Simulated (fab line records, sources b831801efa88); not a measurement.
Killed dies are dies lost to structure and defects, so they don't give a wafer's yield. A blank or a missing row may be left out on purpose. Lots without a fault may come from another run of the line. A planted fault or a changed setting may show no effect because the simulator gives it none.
Problem report in the 8D (eight disciplines) form, filled by code | flow gf180mcu | the parts of the form that need people (team, actions taken, sign-off) are left out

1. THE PROBLEM
V4_CVD_00_THK at GF_V4_THK_MEAS_01 reads a mean of 905 nm on 4 wafers of 3 lots; wafers without a fault read 600 nm with a standard deviation of 6.1. That is +50 standard deviations from the usual mean.
First seen on wafer L567.3, day 29 03:01, on film_metro-02. The record holds 36 wafers of 12 lots with a number at this step. Rule for "out", or "out of limits": more than 4 standard deviations from the usual mean. The other wafers with a number count as sound.

2. WHAT IT IS AND WHAT IT IS NOT
question                    | is                                          | is not
which readings at this step | V4_CVD_00_THK                               | -
which lots                  | L567, L569, L571                            | L551, L555, L556, L557, L560, L562, L563, L572, L573
which wafers of those lots  | L567.3, L569.1, L571.3, L571.6              | L567.2, L567.5, L569.2, L569.4, L571.1
read on which gauges        | film_metro-02, film_metro-03, film_metro-04 | -
when                        | from day 29 03:01                           | up to then (23 sound wafers); but 9 sound wafers of L569, L571, L572, L573 came after

3. SUSPECTS, AND WHAT RULES EACH OUT
Counting: a tool at a process step up to the reading stays a suspect if it ran every lot that is out. Sound lots after the first of them don't rule it out here, since some wafers of a struck lot are sound.
- the gauge at GF_V4_THK_MEAS_01: ruled out. The wafers that are out were read on 3 gauges (film_metro-02, film_metro-03, film_metro-04).
- hdpcvd-02 at GF_V4_CVD_00 (deposits SiO2, target thk 600 nm, time 100 s): kept. It ran every lot that is out, first L567 (day 29 02:56); its last sound lot up to then is L562 (day 27 12:59). Its own readings are out on those wafers: sih4_flow_sccm.
- Within hdpcvd-02 at GF_V4_CVD_00: the wafers that are out ran in chamber 0; their sound lot-mates ran in chambers 1, 2.
Left after counting: hdpcvd-02 at GF_V4_CVD_00.

4. THE CAUSE (what the simulator had put in)
Process parameter drift: hdpcvd-02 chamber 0, from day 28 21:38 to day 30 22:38, at GF_V4_CVD_00. Setting sih4_flow_sccm, moved by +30, from 60. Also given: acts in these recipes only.
Counting left only this tool.

5. THE CHAIN OF EFFECTS, in route order
Each row: a reading whose mean over the struck wafers that have a number lies more than 3 standard deviations from the usual. Only readings for which the record gives a usual standard deviation are gone through. hours: the time from each lot's start at the first step in this table that gives one to its start at this step, as a median over the lots. sigmas: the change in usual standard deviations.
hours | step              | reading        | usual      | on struck wafers | change | sigmas
0     | GF_V4_CVD_00      | sih4_flow_sccm | 60.01 sccm | 89.89            | +29.88 | +99 or more
0     | GF_V4_THK_MEAS_01 | V4_CVD_00_THK  | 600 nm     | 905              | +305   | +50
The process steps in it:
- GF_V4_CVD_00: deposits SiO2, target thk 600 nm, time 100 s.

6. WHAT WOULD HAVE CAUGHT IT SOONER
In this record the first reading out of limits at a measuring or inspecting step was taken at day 29 03:01, 5 hours after the fault began at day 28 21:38.
The tool's own readings at GF_V4_CVD_00 were out on every struck wafer that the step has a row for (sih4_flow_sccm): an alarm limit on them would have fired on the first of those.
Of the lots that are out (3), L569, L571 began GF_V4_CVD_00 on hdpcvd-02 after day 29 03:01. A hold on the tool at that time would have spared those 2.
